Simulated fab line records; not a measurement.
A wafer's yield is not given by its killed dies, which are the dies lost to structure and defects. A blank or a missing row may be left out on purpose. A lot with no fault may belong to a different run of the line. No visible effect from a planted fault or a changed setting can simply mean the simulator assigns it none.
One fault through the eyes of 2 desks + flow gf180mcu + what lay behind the numbers comes last; until then each desk has only its own

DESK OF THE TOOL OWNER: lithoTrack-02
The tool's own readings at GF_HV_LDD_COAT_26 (resist thk 1000 nm): means of the sampled wafers that have a number, for each lot that ran on this tool. A lot is out of limits, marked OUT, if its mean lies more than 4 standard deviations from the usual mean; the brackets give that distance.
Columns: A = chillPlateTempC at GF_HV_LDD_COAT_26, usual 22.96 C; B = resistLineTempC at GF_HV_LDD_COAT_26, usual 23.01 C; C = spinSpeedRpm at GF_HV_LDD_COAT_26, usual 3000.0 rpm
| lot  | first seen here | A     | B     | C      |
|------|-----------------|-------|-------|--------|
| L819 | day 13 18:36    | 22.85 | 22.93 | 2997.8 |
| L824 | day 15 07:00    | 22.99 | 22.90 | 3000.2 |
| L825 | day 15 13:00    | 22.92 | 22.93 | 2999.6 |
| L826 | day 15 17:09    | 23.00 | 22.91 | 3000.0 |
| L827 | day 16 03:56    | 22.87 | 23.02 | 2999.7 |
| L828 | day 16 10:30    | 23.06 | 23.04 | 2998.5 |
This desk's finding: nothing out of limits on any of the 6 lots.

AT THE METROLOGY DESK
Means of the sampled wafers that have a number, per lot and without regard to the tool the lot ran on: this is what the gauges read. A lot is out of limits, marked OUT, if its mean lies more than 4 standard deviations from the usual mean; the brackets give that distance.
Columns: A = cdNm at GF_HV_LDD_CD_MEAS_31, usual 399.8 nm; B = HV_LDD_02_OVL at GF_HV_LDD_OVL_MEAS_32, usual -0.3 nm
| lot  | first seen here | A                | B    |
|------|-----------------|------------------|------|
| L813 | day 12 02:40    | 400.0            | 3.6  |
| L814 | day 12 15:47    | 399.2            | -1.8 |
| L816 | day 13 01:20    | 402.6            | -0.9 |
| L818 | day 13 21:59    | 394.1            | -0.0 |
| L819 | day 14 04:59    | 399.7            | -1.0 |
| L823 | day 15 10:41    | 399.4            | -2.0 |
| L824 | day 15 18:55    | 400.2            | 0.3  |
| L825 | day 15 23:59    | 402.6            | 0.7  |
| L826 | day 16 04:05    | 411.5 (+4.5) OUT | 1.3  |
| L827 | day 16 15:40    | 409.4            | 0.8  |
| L828 | day 16 21:54    | 416.5 (+6.4) OUT | 0.4  |
| L835 | day 19 18:13    | 397.5            | -1.8 |
This desk's verdict: out of limits on L826, L828, starting with L826 at day 16 04:05 (cdNm at GF_HV_LDD_CD_MEAS_31). L813, L814, L816, L818, L819, L823, L824, L825, L827, L835: within limits.

ALL TOGETHER
Metrology desk: alarm possible at day 16 04:05 on L826, L828.
Nothing out of limits was seen by the tool owner's desk.
Tool owner's desk: L826, L828 on record, inside its limits.
The lots listed all ran GF_HV_LDD_COAT_26 on lithoTrack-02.

WHAT WAS PUT IN BY THE SIMULATOR
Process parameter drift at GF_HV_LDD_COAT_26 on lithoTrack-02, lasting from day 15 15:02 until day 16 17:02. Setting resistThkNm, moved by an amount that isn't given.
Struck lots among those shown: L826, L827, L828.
Time in hours between the start of the fault and the first out-of-limits reading at each desk: metrology desk, 13.
